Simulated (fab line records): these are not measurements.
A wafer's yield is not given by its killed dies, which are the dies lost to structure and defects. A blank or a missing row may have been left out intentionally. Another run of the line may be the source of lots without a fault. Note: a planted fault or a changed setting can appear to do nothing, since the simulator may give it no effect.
fab line records	flow sfqLine
[record] lots = 6	wafers = 18	lastDay = 94
route steps=325 shown M5@202 A5B@209 R5@212
lots that met no fault: from a run of the same line without faults
startH: hours from the record's opening day to when the first of the lot's shown wafers began	waitH: how many hours have passed since the lot's step before this one	" as in the row above	L1.1+2: a row that stands for several wafers	- no value, or no start was given	* or withheld: withheld	< > ~ a bound
route shown NAME@n: NAME is a module with steps in the file, n the number in the route of the first one	usual: mean/standard deviation of fault-free wafers	same: alike in all rows	chamber/n: place in a boat	sites: each site's reading	_std_site: their standard deviation	_edge_site: inner sites' mean taken away from outer sites' mean	radiusMm: how far each site lies from the wafer's centre	mask NAME#n: copy n	behind: the last tool/chamber to shape the wafer	hold: why the lot was held/for how many hours/how that ended	device: whichever transistor did not switch (one of n, p or np)	end of line: the tests these same wafers got at the end of their route	a step given without rows: its recipe and nothing more	killed: count of dies lost to structure and defects at first sort (not the wafer's yield)	map: a wafer's dies, x killed, . not, _ none there
set.NAME: setting as actually run; set.NAME@STEP: the setting as run at that earlier step	model.NAME: the simulator's own value behind a step, which no gauge read
a table for each step, a row for each wafer; lots at some steps of the route
services: when a tool's chamber went out of use (startH, in hours from the record's first day, below 0 if earlier), for how many hours, and the reason
[[steps]]
[step SFQ_TRILAYER_M5_LITHO_PEB_126]
[recipe] pebTempC = 115	pebTimeS = 60	resist = KrF
[step SFQ_TRILAYER_M5_LITHO_DEVELOP_125]
[recipe] timeS = 60	resist = KrF
[step SFQ_M5_OVL_MEAS_932]
[usual] M5_OVL = -4/5.8
lot.wafer	tool	chamber	startH	waitH	M5_OVL[nm]
L874.1	overlay-02	-	1282.12	0.1	-13
L874.2	"	-	"	"	-7
L874.4	"	-	"	"	-5
L878.1	overlay-02	-	1288.12	0.1	-8
L878.4	"	-	"	"	4
L878.6	"	-	"	"	-2
L888.1	overlay-02	-	1411.90	0.1	-6
L888.3	"	-	"	"	-15
L888.5	"	-	"	"	-5
L889.2	overlay-01	-	1416.70	0.1	-3
L889.3	"	-	"	"	-5
L889.4	"	-	"	"	-9
L890.3	overlay-02	-	1420.31	0.1	5
L890.4	"	-	"	"	-6
L890.6	"	-	"	"	2
L896.2	overlay-01	-	1467.23	0.1	-5
L896.3	"	-	"	"	-3
L896.6	"	-	"	"	-5
[step SFQ_TRILAYER_M5_BARC_OPEN_METAL_ETCH_161]
[recipe] maskMaterial = PR	chemistry = O2	targetDepthNm = 125	target = BARC	icpW = 600	biasW = 80	pressureMtorr = 10	timeS = 41.7
[usual] drypumpMotorCurrentA = 6.2/0.37	oesProductAu = 0.685/0.0044	rfFwdPowerW = 593.5/2.2
lot.wafer	tool	chamber	startH	waitH	drypumpMotorCurrentA	oesProductAu	rfFwdPowerW	rfHoursCounterH
L874.1	rieMetal-03	1	1282.16	0.0	5.7	0.682	589.6	39
L874.2	"	0	"	"	5.9	0.687	598.1	6
L874.4	"	0	"	"	5.9	0.691	596.6	-
L878.1	rieMetal-04	1	1288.16	0.0	6.6	0.676	594.6	127
L878.4	"	0	"	"	5.6	0.686	591.1	-
L878.6	"	0	"	"	5.6	0.692	593.0	-
L888.1	rieMetal-04	0	1411.93	0.0	5.6	0.686	593.7	55
L888.3	"	0	"	"	5.6	0.687	596.3	-
L888.5	"	0	"	"	5.6	0.689	595.7	-
L889.2	rieMetal-01	1	1416.73	0.0	6.2	0.690	593.7	86
L889.3	"	1	"	"	6.2	0.678	595.3	-
L889.4	"	0	"	"	6.6	0.685	593.5	-
L890.3	rieMetal-01	0	1420.35	0.0	6.5	0.684	593.2	-
L890.4	"	1	"	"	6.2	0.682	589.9	-
L890.6	"	1	"	"	6.2	0.678	592.7	-
L896.2	rieMetal-04	0	1467.26	0.0	5.6	0.685	592.7	62
L896.3	"	0	"	"	5.6	0.689	591.4	-
L896.6	"	0	"	"	5.6	0.684	591.0	-
[step SFQ_TRILAYER_M5_ETCH_METAL_ETCH_126]
[recipe] target = Nb	stopOn = SiO2	maskMaterial = PR	overEtchFrac = 0.15	timeS = 203.2	chemistry = Cl2/BCl3	targetDepthNm = 265	icpW = 600	biasW = 80	pressureMtorr = 10
[usual] drypumpMotorCurrentA = 6.2/0.37	oesProductAu = 0.728/0.0063	rfFwdPowerW = 597.8/2
[same] overEtchFrac = 0.15
lot.wafer	tool	chamber	startH	waitH	drypumpMotorCurrentA	oesProductAu	rfFwdPowerW	rfHoursCounterH
L874.1	rieMetal-03	1	1282.22	0.0	5.7	0.725	598.6	39
L874.2	"	0	"	"	5.9	0.729	596.1	6
L874.4	"	0	"	"	5.9	0.723	600.1	-
L878.1	rieMetal-04	1	1288.22	0.0	6.6	0.745	602.0	127
L878.4	"	0	"	"	5.6	0.731	598.7	-
L878.6	"	0	"	"	5.6	0.722	599.2	-
L888.1	rieMetal-04	0	1411.99	0.0	5.6	0.731	597.7	55
L888.3	"	0	"	"	5.6	0.730	597.8	-
L888.5	"	0	"	"	5.6	0.744	600.5	-
L889.2	rieMetal-01	1	1416.79	0.0	6.1	0.719	594.6	87
L889.3	"	1	"	"	6.2	0.729	595.6	-
L889.4	"	0	"	"	6.5	0.728	595.5	-
L890.3	rieMetal-01	0	1420.46	0.1	6.6	0.734	600.6	-
L890.4	"	1	"	"	6.2	0.725	596.6	-
L890.6	"	1	"	"	6.2	0.714	596.2	-
L896.2	rieMetal-04	0	1467.32	0.0	5.6	0.729	598.8	62
L896.3	"	0	"	"	5.6	0.738	600.8	-
L896.6	"	0	"	"	5.6	0.730	600.5	-
[step SFQ_TRILAYER_M5_STRIP_STRIP_127]
[recipe] gas = O2	powerW = 200	platenTempC = 40	overashFraction = 0.65	chemistry = O2	pressureMtorr = 50
[step SFQ_TRILAYER_M5_STRIP_SOLV_CLEAN_128]
[recipe] chemistry = NMP	tempC = 70	timeS = 600
[step SFQ_TRILAYER_A5B_DEP_PECVD_129]
[recipe] material = SiO2	tempC = 150	timeS = 133.33	pressureTorr = 2.4	rfW = 183.3	precursor = SiH4/N2O	targetThkNm = 600
[usual] heaterPowerW = 83/18	rfFwdPowerW = 182.2/0.56	throttleValvePct = 24.2/1.2
lot.wafer	tool	chamber	startH	waitH	heaterPowerW	rfFwdPowerW	throttleValvePct
L874.1	pecvd-03	0	1283.18	0.0	118	182.3	25.6
L874.2	"	2	"	"	75	182.9	24.0
L874.4	"	2	"	"	83	182.8	24.0
L878.1	pecvd-04	2	1289.18	0.0	62	182.4	25.4
L878.4	"	1	"	"	77	182.3	26.8
L878.6	"	2	"	"	53	181.2	25.6
L888.1	pecvd-04	0	1412.96	0.0	116	182.8	23.7
L888.3	"	2	"	"	62	181.7	22.6
L888.5	"	0	"	"	97	181.7	23.8
L889.2	pecvd-04	1	1417.76	0.0	75	182.6	22.5
L889.3	"	0	"	"	112	181.6	23.7
L889.4	"	0	"	"	99	182.2	23.9
L890.3	pecvd-03	0	1421.38	0.0	119	182.8	26.6
L890.4	"	0	"	"	105	182.2	26.4
L890.6	"	2	"	"	89	182.0	24.4
L896.2	pecvd-04	2	1468.29	0.0	58	181.9	22.7
L896.3	"	1	"	"	84	182.3	22.5
L896.6	"	0	"	"	97	182.9	23.9
[step SFQ_TRILAYER_A5B_CMP_CMP_130]
[recipe] stopOn = Nb	downForcePsi = 3	platenRpm = 60	targetThkNm = 340.7
[usual] headPressurePsi = 3.000/0.0067	motorCurrentA = 10.2/0.9
lot.wafer	tool	chamber	startH	waitH	headPressurePsi	motorCurrentA
L874.4	cmp-02	3	1290.09	6.8	2.991	10.8
L874.1	"	0	"	"	3.000	10.5
L874.2	"	1	"	"	3.001	11.0
L878.1	cmp-02	2	1295.59	6.4	3.007	9.0
L878.4	"	0	1296.59	7.3	3.007	10.3
L878.6	"	3	1298.09	8.8	2.992	11.2
L888.1	cmp-01	2	1418.98	6.0	2.987	10.4
L888.3	"	0	1419.98	7.0	3.006	8.7
L888.5	"	2	1420.98	7.9	2.995	10.4
L889.2	cmp-02	0	1423.64	5.8	3.000	10.2
L889.3	"	1	"	"	3.007	10.8
L889.4	"	2	"	"	2.990	8.9
L890.3	cmp-02	1	1427.14	5.7	2.991	10.6
L890.4	"	3	1428.14	6.7	2.992	9.8
L890.6	"	1	1429.14	7.7	2.999	10.9
L896.2	cmp-02	3	1468.38	0.0	3.001	10.5
L896.3	"	0	"	"	3.006	10.1
L896.6	"	3	1470.38	2.0	2.993	10.4
[step SFQ_TRILAYER_A5B_METRO_MEASURE_131]
[usual] thkNm = 343/5.9
lot.wafer	tool	chamber	startH	waitH	thkNm
L874.1	filmMetro-01	-	1292.59	1.5	348
L874.2	"	-	"	"	349
L874.4	"	-	"	"	349
L878.1	filmMetro-01	-	1298.59	2.5	347
L878.4	"	-	"	"	352
L878.6	"	-	"	"	346
L888.1	filmMetro-01	-	1421.48	2.0	344
L888.3	"	-	"	"	335
L888.5	"	-	"	"	348
L889.2	filmMetro-02	-	1426.84	2.7	346
L889.3	"	-	"	"	337
L889.4	"	-	"	"	346
L890.3	filmMetro-01	-	1430.04	2.4	337
L890.4	"	-	"	"	344
L890.6	"	-	"	"	332
L896.2	filmMetro-02	-	1471.58	2.7	337
L896.3	"	-	"	"	337
L896.6	"	-	"	"	341
[step SFQ_TRILAYER_R5_DEP_SPUTTER_132]
[recipe] material = Ti	basePressurePa = 1.33e-06	targetThkNm = 5	powerW = 2000	timeS = 5	chamberPressurePa = 0.4
[step SFQ_TRILAYER_R5_DEP_SPUTTER_133]
[recipe] material = MoNx	basePressurePa = 1.33e-06	targetThkNm = 40	powerW = 1000	timeS = 66.7	chamberPressurePa = 0.4
[step SFQ_TRILAYER_R5_DEP_SPUTTER_134]
[recipe] material = Ti	basePressurePa = 1.33e-06	targetThkNm = 5	powerW = 2000	timeS = 5	chamberPressurePa = 0.4
[usual] chamberPressurePa = 0.4000/0.0008	throttleValvePct = 29.7/0.75
lot.wafer	tool	chamber	startH	waitH	chamberPressurePa	throttleValvePct	model.Ti_of_TRILAYER_R5_DEP_SPUTTER_134.thkNm
L874.1	pvdSputter-03	-	1293.87	0.0	0.4005	30.3	4.986
L874.2	"	-	"	"	0.3998	29.4	5.008
L874.4	"	-	"	"	0.4006	29.4	4.911
L878.1	pvdSputter-05	-	1299.87	0.0	0.4000	29.5	5.145
L878.4	"	-	"	"	0.4011	31.9	5.3
L878.6	"	-	"	"	0.4006	30.5	5.231
L888.1	pvdSputter-05	-	1422.76	0.0	0.3998	29.9	3.788
L888.3	"	-	"	"	0.4007	29.1	3.791
L888.5	"	-	"	"	0.3990	30.6	3.753
L889.2	pvdSputter-03	-	1427.92	0.0	0.3998	29.9	4.949
L889.3	"	-	"	"	0.4010	30.1	4.891
L889.4	"	-	"	"	0.3992	29.9	4.867
L890.3	pvdSputter-05	-	1430.92	0.0	0.3999	31.9	3.908
L890.4	"	-	"	"	0.3989	30.5	4.042
L890.6	"	-	"	"	0.3992	32.0	4.045
L896.2	pvdSputter-06	-	1472.65	0.0	0.3995	29.0	4.932
L896.3	"	-	"	"	0.4012	29.1	5.073
L896.6	"	-	"	"	0.3982	29.6	4.94
[step SFQ_R5_RS_MEAS_933]
[recipe] thkMeasGauge = four-point-probe	reads = Ti_of_TRILAYER_R5_DEP_SPUTTER_134+MoNx_of_TRILAYER_R5_DEP_SPUTTER_133+Ti_of_TRILAYER_R5_DEP_SPUTTER_132
[usual] R5_MONX_RS = 7.09/0.083
lot.wafer	tool	chamber	startH	waitH	R5_MONX_RS[ohm/sq]
L874.1	filmMetro-03	-	1293.89	0.0	7.01
L874.2	"	-	"	"	7.11
L874.4	"	-	"	"	7.19
L878.1	filmMetro-04	-	1299.89	0.0	7.15
L878.4	"	-	"	"	7.09
L878.6	"	-	"	"	7.09
L888.1	filmMetro-02	-	1422.78	0.0	7.13
L888.3	"	-	"	"	7.20
L888.5	"	-	"	"	7.13
L889.2	filmMetro-03	-	1427.96	0.0	7.01
L889.3	"	-	"	"	6.93
L889.4	"	-	"	"	7.06
L890.3	filmMetro-04	-	1430.98	0.0	7.08
L890.4	"	-	"	"	7.08
L890.6	"	-	"	"	7.12
L896.2	filmMetro-03	-	1472.69	0.0	7.28
L896.3	"	-	"	"	7.16
L896.6	"	-	"	"	7.09
[[services]]
tool	chamber	startH	hours	kind
cmp-02	-	1264.59	4.0	pm
pecvd-03	-	1269.47	2.8	pm
cmp-01	-	1273.18	8.1	pm
pecvd-04	0	1287.71	8.1	repair
rieMetal-03	1	1288.87	18.3	repair
filmMetro-01	-	1306.27	0.4	pm
rieMetal-01	0	1307.14	16.6	repair
rieMetal-01	-	1309.61	0.8	repair
pecvd-04	-	1316.76	14.0	pm
filmMetro-01	-	1318.40	0.7	pm
pvdSputter-03	-	1333.71	8.6	repair
cmp-01	-	1346.45	0.9	repair
pvdSputter-05	-	1352.93	3.2	repair
pecvd-03	1	1359.90	7.6	repair
pecvd-04	0	1368.86	21.6	repair
pecvd-03	1	1386.44	3.7	repair
pecvd-03	-	1396.45	0.3	repair
pvdSputter-03	-	1401.81	4.4	repair
pvdSputter-06	-	1407.54	4.2	repair
cmp-01	-	1409.84	5.6	pm
cmp-01	-	1422.11	1.4	repair
pecvd-04	-	1428.49	1.1	repair
filmMetro-02	-	1458.35	2.5	pm
pecvd-03	0	1461.48	3.7	repair
[[key]]
firstSign none at tools or gauges
[modelEffect] step = SFQ_TRILAYER_R5_DEP_SPUTTER_134	value = Ti_of_TRILAYER_R5_DEP_SPUTTER_134.thkNm	without = 4.99	struck = 3.888
metAt SFQ_TRILAYER_R5_DEP_SPUTTER_134
struckWafers L888.1,L888.3,L888.5,L890.3,L890.4,L890.6
onsetBetween 1299.87 1422.76
alsoFits SFQ_TRILAYER_A5B_METRO_MEASURE_131:filmMetro-01
[fault] kind = processParameterDrift	tool = pvdSputter-05	chamber = -	onsetH = 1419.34	steps = SFQ_TRILAYER_R5_DEP_SPUTTER_134	channel = targetThkNm	offset = -1.102	shape = step	endH = 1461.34	actsIn = theseRecipesOnly	stated = 5
